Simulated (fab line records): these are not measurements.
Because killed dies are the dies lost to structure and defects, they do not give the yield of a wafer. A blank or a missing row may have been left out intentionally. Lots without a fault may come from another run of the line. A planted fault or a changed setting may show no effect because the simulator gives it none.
fab line records	flow sky130
record lots=12	wafers=36	last-day=50
route steps=708 shown VT_ADJUST_NCORE@127 VT_ADJUST_HVTR@141 VT_ADJUST_PCH@152
lots that met no fault: from a run of the same line without faults
start-h: hours from the record's first day to the start of the lot's first wafer shown	wait-h: time in hours since the lot's previous step	" unchanged from the row above	L1.1+2: a row that stands for several wafers	- no value, or no start was given	* or withheld: withheld	< > ~ a bound
route shown NAME@n: names a module that has steps shown in the file, with the first one's number in the route	usual: average and standard deviation across the fault-free wafers	same: alike in all rows	chamber/n: place in a boat	sites: each site's reading	_std_site: standard deviation across them	_edge_site: inner sites' mean taken away from outer sites' mean	radius-mm: for every site, how far away it sits from the centre of the wafer	mask NAME#n: copy n	behind: the tool/chamber that last shaped the wafer	hold: why the lot went on hold/how many hours it stayed there/how the hold came to an end	device: the transistor (n, p or np) that didn't switch	end of line: the route-end tests of the same wafers	a step without rows: its recipe alone	killed: dies that structure and defects cost at the first sort, which is not the same as the wafer's yield	map: a wafer's dies, x killed, . not, _ none there
set.NAME: the setting that was run; set.NAME@STEP: the one run at that earlier step	model.NAME: the simulator's own value behind a step, which no gauge read
steps of the route over a sample of lots; a table a step, a row a wafer
services: from which hour (start-h, from the record's first day; less than 0 if before it) a tool's chamber was out of use, for how many hours, and why
## steps
# step SKY_VT_ADJUST_NCORE_OVL_MEAS_08
# usual VT_ADJUST_NCORE_OVL=-0.4/1.5
lot.wafer	tool	chamber	start-h	wait-h	VT_ADJUST_NCORE_OVL[nm]
L221.4	overlay-02	-	177.89	0.1	-0.9
L221.5	"	-	"	"	-1.2
L221.6	"	-	"	"	0.4
L222.2	overlay-02	-	184.13	0.1	-2.1
L222.5	"	-	"	"	-0.9
L222.6	"	-	"	"	-0.7
L223.1	overlay-02	-	190.99	0.1	2.0
L223.5	"	-	"	"	0.8
L223.6	"	-	"	"	-0.2
L225.1	overlay-01	-	209.46	0.1	2.0
L225.3	"	-	"	"	2.5
L225.5	"	-	"	"	2.1
L227.1	overlay-02	-	215.19	0.1	0.2
L227.5	"	-	"	"	-2.3
L227.6	"	-	"	"	-1.1
L234.2	overlay-02	-	271.39	0.1	-0.1
L234.3	"	-	"	"	0.5
L234.4	"	-	"	"	1.2
L235.1	overlay-01	-	275.56	0.1	0.4
L235.4	"	-	"	"	1.1
L235.5	"	-	"	"	-1.6
L239.3	overlay-02	-	310.75	0.1	-2.6
L239.4	"	-	"	"	-2.2
L239.5	"	-	"	"	-1.3
L240.1	overlay-02	-	320.18	0.1	-1.0
L240.2	"	-	"	"	0.7
L240.5	"	-	"	"	0.1
L241.3	overlay-02	-	322.85	0.1	-0.7
L241.4	"	-	"	"	0.7
L241.5	"	-	"	"	-1.0
L242.1	overlay-01	-	325.83	0.1	-1.4
L242.2	"	-	"	"	-2.5
L242.4	"	-	"	"	-2.0
L243.4	overlay-01	-	332.85	0.1	-0.7
L243.5	"	-	"	"	-1.2
L243.6	"	-	"	"	-1.5
# step SKY_VT_ADJUST_NCORE_IMPLANT_09
# recipe species=B	energy-kev=10	dose-cm2=2.4e+12	tilt-deg=withheld
# usual beam-on-s=10.02/0.2
lot.wafer	tool	chamber	start-h	wait-h	beam-on-s
L221.4	implanter-01	0	177.99	0.1	9.84
L221.5	"	0	"	"	10.00
L221.6	"	0	"	"	10.22
L222.2	implanter-04	0	184.19	0.0	9.96
L222.5	"	0	"	"	9.70
L222.6	"	0	"	"	9.79
L223.1	implanter-01	0	191.02	0.0	9.92
L223.5	"	0	"	"	9.98
L223.6	"	0	"	"	9.80
L225.1	implanter-02	0	209.49	0.0	10.16
L225.3	"	0	"	"	10.04
L225.5	"	0	"	"	10.20
L225.1	implanter-02	0	209.81	0.3	9.90
L225.3	"	0	"	"	9.99
L225.5	"	0	"	"	10.24
L227.1	implanter-04	0	215.23	0.0	9.97
L227.5	"	0	"	"	9.92
L227.6	"	0	"	"	9.95
L227.1	implanter-04	0	215.55	0.3	10.26
L227.5	"	0	"	"	10.11
L227.6	"	0	"	"	9.68
L234.2	implanter-02	0	271.44	0.0	10.16
L234.3	"	0	"	"	9.67
L234.4	"	0	"	"	10.26
L235.1	implanter-01	0	275.59	0.0	10.51
L235.4	"	0	"	"	10.25
L235.5	"	0	"	"	9.82
L239.3	implanter-04	0	310.82	0.1	10.35
L239.4	"	0	"	"	10.06
L239.5	"	0	"	"	10.21
L240.1	implanter-04	0	320.22	0.0	10.24
L240.2	"	0	"	"	9.72
L240.5	"	0	"	"	9.87
L241.3	implanter-01	0	322.92	0.1	9.94
L241.4	"	0	"	"	9.83
L241.5	"	0	"	"	10.14
L242.1	implanter-01	0	325.87	0.0	9.79
L242.2	"	0	"	"	10.36
L242.4	"	0	"	"	9.99
L243.4	implanter-02	0	332.94	0.1	10.23
L243.5	"	0	"	"	10.18
L243.6	"	0	"	"	9.88
# step SKY_VT_ADJUST_NCORE_TW_MEAS_11
# usual VT_ADJUST_NCORE_TW=221.6/1.8
lot.wafer	tool	chamber	start-h	wait-h	VT_ADJUST_NCORE_TW
L221.4	film-metro-01	-	178.19	0.1	224.3
L221.5	"	-	"	"	223.6
L221.6	"	-	"	"	224.0
L222.2	film-metro-01	-	184.42	0.1	223.7
L222.5	"	-	"	"	223.8
L222.6	"	-	"	"	223.6
L223.1	film-metro-01	-	191.27	0.1	224.0
L223.5	"	-	"	"	223.6
L223.6	"	-	"	"	223.8
L225.1	film-metro-01	-	210.06	0.1	273.5
L225.3	"	-	"	"	271.9
L225.5	"	-	"	"	272.1
L225.1	film-metro-01	-	210.29	0.2	271.6
L225.3	"	-	"	"	270.7
L225.5	"	-	"	"	270.5
L227.1	film-metro-01	-	215.80	0.1	272.4
L227.5	"	-	"	"	272.4
L227.6	"	-	"	"	271.2
L227.1	film-metro-01	-	216.02	0.2	271.4
L227.5	"	-	"	"	272.5
L227.6	"	-	"	"	272.1
L234.2	film-metro-01	-	271.68	0.1	223.9
L234.3	"	-	"	"	222.8
L234.4	"	-	"	"	223.7
L235.1	film-metro-01	-	275.84	0.1	223.3
L235.4	"	-	"	"	223.7
L235.5	"	-	"	"	222.3
L239.3	film-metro-04	-	311.04	0.1	220.5
L239.4	"	-	"	"	221.6
L239.5	"	-	"	"	220.5
L240.1	film-metro-04	-	320.47	0.1	220.7
L240.2	"	-	"	"	222.3
L240.5	"	-	"	"	220.5
L241.3	film-metro-03	-	323.14	0.1	219.0
L241.4	"	-	"	"	217.5
L241.5	"	-	"	"	219.0
L242.1	film-metro-01	-	326.12	0.1	224.2
L242.2	"	-	"	"	223.5
L242.4	"	-	"	"	223.9
L243.4	film-metro-01	-	333.15	0.1	223.4
L243.5	"	-	"	"	223.1
L243.6	"	-	"	"	223.0
# step SKY_VT_ADJUST_HVTR_STRIP_10
# recipe chemistry=O2/N2	power-w=1400	pressure-mtorr=1500	platen-temp-c=withheld	o2-flow-sccm=3000	n2-flow-sccm=300	overash-fraction=0.5
# usual drypump-motor-current-A=6.0/0.39	n2-flow-sccm=300.1/0.81	oes-product-au=0.716/0.0049	strip-time-to-endpoint-s=14.19/0.039
lot.wafer	tool	chamber	start-h	wait-h	drypump-motor-current-A	n2-flow-sccm	oes-product-au	rf-hours-counter-h	strip-time-to-endpoint-s
L221.4	plasma-asher-04	1	199.61	0.1	6.0	299.6	0.717	-	14.16
L221.5	"	0	"	"	5.2	301.3	0.717	-	14.13
L221.6	"	1	"	"	6.0	300.2	0.722	-	14.14
L222.2	plasma-asher-02	1	205.79	0.1	6.0	299.4	0.715	48	14.17
L222.5	"	0	"	"	5.6	300.0	0.718	-	14.14
L222.6	"	1	"	"	6.0	299.2	0.708	-	14.16
L223.1	plasma-asher-02	0	213.12	0.1	5.6	300.2	0.711	49	14.17
L223.5	"	0	"	"	5.7	300.4	0.718	-	14.19
L223.6	"	1	"	"	6.0	299.4	0.714	-	14.11
L225.1	plasma-asher-02	0	232.67	0.1	5.6	299.0	0.712	51	14.21
L225.3	"	0	"	"	5.6	299.1	0.713	-	14.18
L225.5	"	0	"	"	5.6	300.3	0.718	-	14.19
L227.1	plasma-asher-01	1	237.89	0.1	6.5	301.7	0.709	12	14.12
L227.5	"	0	"	"	6.2	300.3	0.720	-	14.14
L227.6	"	1	"	"	6.5	299.6	0.712	-	14.19
L234.2	plasma-asher-02	1	296.19	0.1	6.0	300.5	0.718	57	14.17
L234.3	"	0	"	"	5.6	300.3	0.706	-	14.16
L234.4	"	1	"	"	6.0	300.4	0.714	-	14.19
L235.1	plasma-asher-02	0	300.87	0.1	5.6	298.8	0.725	57	14.24
L235.4	"	0	"	"	5.6	299.9	0.719	-	14.23
L235.5	"	1	"	"	6.0	301.4	0.721	-	14.23
L239.3	plasma-asher-04	1	337.28	0.1	6.0	301.3	0.717	-	14.17
L239.4	"	0	"	"	5.3	300.3	0.714	-	14.24
L239.5	"	0	"	"	5.2	300.4	0.713	-	14.18
L240.1	plasma-asher-01	1	347.82	0.1	6.5	300.3	0.711	23	14.18
L240.2	"	0	"	"	6.3	300.3	0.719	23	14.20
L240.5	"	1	"	"	6.5	300.7	0.722	-	14.16
L241.3	plasma-asher-04	0	350.41	0.1	5.3	299.3	0.712	-	14.16
L241.4	"	1	"	"	6.0	298.8	0.723	-	14.20
L241.5	"	1	"	"	5.9	298.9	0.723	-	14.16
L242.1	plasma-asher-01	0	353.22	0.1	6.3	301.1	0.719	24	14.27
L242.2	"	1	"	"	6.5	300.7	0.712	24	14.28
L242.4	"	1	"	"	6.5	300.6	0.719	-	14.24
L243.4	plasma-asher-02	1	361.37	0.1	6.0	300.4	0.725	-	14.13
L243.5	"	0	"	"	5.6	302.2	0.719	-	14.15
L243.6	"	1	"	"	6.0	299.0	0.716	-	14.17
# step SKY_VT_ADJUST_PCH_STRIP_09
# recipe chemistry=O2/N2	power-w=1400	pressure-mtorr=1500	platen-temp-c=withheld	o2-flow-sccm=3000	n2-flow-sccm=300	overash-fraction=0.5
# usual drypump-motor-current-A=5.72/0.27	n2-flow-sccm=300.1/0.84	oes-product-au=0.722/0.0049	strip-time-to-endpoint-s=36.95/0.11
lot.wafer	tool	chamber	start-h	wait-h	drypump-motor-current-A	n2-flow-sccm	oes-product-au	rf-hours-counter-h	strip-time-to-endpoint-s
L221.4	plasma-asher-03	0	221.41	0.1	5.53	299.8	0.725	-	36.84
L221.5	"	0	"	"	5.52	299.1	0.718	-	36.85
L221.6	"	1	"	"	5.95	301.5	0.729	-	36.83
L222.2	plasma-asher-02	0	227.67	0.1	5.63	300.7	0.731	50	37.08
L222.5	"	1	"	"	6.01	300.2	0.723	-	37.01
L222.6	"	0	"	"	5.63	299.5	0.723	-	36.90
L223.1	plasma-asher-02	0	235.20	0.1	5.63	299.2	0.718	51	36.79
L223.5	"	0	"	"	5.66	298.4	0.724	-	36.72
L223.6	"	1	"	"	5.99	301.5	0.719	-	36.86
L225.1	plasma-asher-03	0	255.32	0.1	5.55	300.2	0.723	46	36.97
L225.3	"	1	"	"	5.91	300.0	0.711	-	36.99
L225.5	"	1	"	"	5.94	300.4	0.721	-	36.98
L227.1	plasma-asher-03	0	261.15	0.1	5.52	299.7	0.726	46	36.97
L227.5	"	0	"	"	5.53	300.5	0.722	-	36.94
L227.6	"	1	"	"	5.94	300.7	0.724	-	36.91
L234.2	plasma-asher-04	0	322.27	0.1	5.24	299.4	0.727	65	37.15
L234.3	"	0	"	"	5.25	299.9	0.712	-	37.13
L234.4	"	1	"	"	6.01	299.6	0.722	-	37.21
L235.1	plasma-asher-04	0	326.02	0.1	5.26	299.3	0.721	66	36.95
L235.4	"	0	"	"	5.25	299.7	0.725	-	36.86
L235.5	"	0	"	"	5.26	299.3	0.721	-	36.87
L239.3	plasma-asher-03	0	365.25	0.1	5.55	299.2	0.718	-	36.99
L239.4	"	1	"	"	5.89	299.3	0.728	-	36.98
L239.5	"	1	"	"	5.91	299.9	0.719	-	36.97
L240.1	plasma-asher-02	0	375.97	0.1	5.62	301.2	0.716	64	37.04
L240.2	"	1	"	"	5.99	299.1	0.723	64	36.95
L240.5	"	1	"	"	6.03	299.0	0.720	-	36.91
L241.3	plasma-asher-04	1	378.20	0.1	6.00	301.3	0.727	-	37.06
L241.4	"	0	"	"	5.25	300.4	0.723	-	37.09
L241.5	"	1	"	"	6.02	300.8	0.723	-	37.08
L242.1	plasma-asher-02	0	381.15	0.1	5.62	301.1	0.718	65	37.06
L242.2	"	1	"	"	6.00	300.1	0.727	65	37.01
L242.4	"	0	"	"	5.63	300.8	0.720	-	37.04
L243.4	plasma-asher-02	1	389.60	0.1	5.99	300.7	0.727	-	36.88
L243.5	"	0	"	"	5.64	299.9	0.715	-	36.97
L243.6	"	1	"	"	5.99	301.4	0.728	-	36.87
## services
tool	chamber	start-h	hours	kind
plasma-asher-01	-	175.24	3.8	repair
plasma-asher-03	-	194.18	3.4	repair
implanter-01	-	205.07	5.2	repair
implanter-04	-	230.15	12.5	pm
implanter-04	-	254.27	8.8	repair
plasma-asher-02	-	276.26	2.8	pm
implanter-02	-	282.18	5.3	repair
implanter-04	-	350.07	4.0	repair
implanter-01	-	378.60	3.9	pm
implanter-02	-	379.73	3.9	pm
implanter-04	-	380.70	0.7	repair
implanter-02	-	386.24	1.0	repair
plasma-asher-04	-	388.27	2.8	repair
## key
first-sign step=SKY_VT_ADJUST_NCORE_IMPLANT_09	reading=visit	direction=added
effect step=SKY_VT_ADJUST_NCORE_TW_MEAS_11	reading=visit	direction=added
effect step=SKY_VT_ADJUST_NCORE_TW_MEAS_11	reading=VT_ADJUST_NCORE_TW	direction=up	sigmas=28	usual=221.6	struck=272.3
met-at SKY_VT_ADJUST_NCORE_IMPLANT_09
struck-lots L225,L227
tester-left-out L225,L227
not-acting-at SKY_VT_ADJUST_NCORE_OVL_MEAS_08,SKY_VT_ADJUST_HVTR_STRIP_10,SKY_VT_ADJUST_PCH_STRIP_09
fault kind=repeated-step-whole	tool=implanter-01,implanter-02,implanter-04	chamber=-	onset-h=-	steps=SKY_VT_ADJUST_NCORE_IMPLANT_09	times=1	scope=struck-lots-only
# tester-left-out: of these lots the tester's yield and bins aren't shown, on N5 and GAA mostly nor the transistor test; their killed dies are dies lost to structure and defects alone, not to doping, threshold or leakage, so they don't give the yield
